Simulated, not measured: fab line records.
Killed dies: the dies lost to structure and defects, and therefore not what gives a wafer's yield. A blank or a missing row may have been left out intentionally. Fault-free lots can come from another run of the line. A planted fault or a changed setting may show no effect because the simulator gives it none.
2 desks looking at one fault / flow sky130 / each desk has only its own numbers; what lay behind them comes last

FROM THE METROLOGY DESK
What the gauges read, lot by lot, whatever tool the lot ran on: means of the sampled wafers that have a number. A lot is out of limits, marked OUT, if its mean lies more than 4 standard deviations from the usual mean; the brackets give that distance.
Columns: A = VIA3_W_RS at SKY_VIA3_RS_MEAS_22, usual 0.2933 ohm/sq; B = VIA3_W_THK at SKY_VIA3_THK_MEAS_23, usual 379 nm
lot=L315; first seen here=day 41 20:46; A=0.2912; B=375
lot=L317; first seen here=day 42 05:55; A=0.2919; B=387
lot=L318; first seen here=day 42 09:37; A=0.2907; B=387
lot=L320; first seen here=day 43 03:29; A=0.2907; B=384
lot=L325; first seen here=day 44 12:49; A=0.2925; B=382
lot=L328; first seen here=day 45 08:56; A=0.2944; B=382
This desk found nothing out of limits on any of the 6 lots.

THE TOOL OWNER'S DESK: pvd-sputter-04
The tool's own readings at SKY_METAL4_SPUTTER_04 (material TiN, target thk 70 nm, time 58.3 s): means of the sampled wafers that have a number, for each lot that ran on this tool. A lot is out of limits, marked OUT, if its mean lies more than 4 standard deviations from the usual mean; the brackets give that distance.
Columns: A = chamber-pressure-pa at SKY_METAL4_SPUTTER_04, usual 0.4000 Pa; B = throttle-valve-pct at SKY_METAL4_SPUTTER_04, usual 29.9 %
lot=L317; first seen here=day 42 06:28; A=0.3998; B=29.6
lot=L318; first seen here=day 42 10:10; A=0.4002; B=29.8
lot=L320; first seen here=day 43 04:04; A=0.3999; B=29.1
This desk found nothing out of limits on any of the 3 lots.

TAKEN TOGETHER
From the metrology desk's view, nothing was out of limits.
Nothing out of limits was seen by the tool owner's desk.

WHAT WAS PUT IN BY THE SIMULATOR
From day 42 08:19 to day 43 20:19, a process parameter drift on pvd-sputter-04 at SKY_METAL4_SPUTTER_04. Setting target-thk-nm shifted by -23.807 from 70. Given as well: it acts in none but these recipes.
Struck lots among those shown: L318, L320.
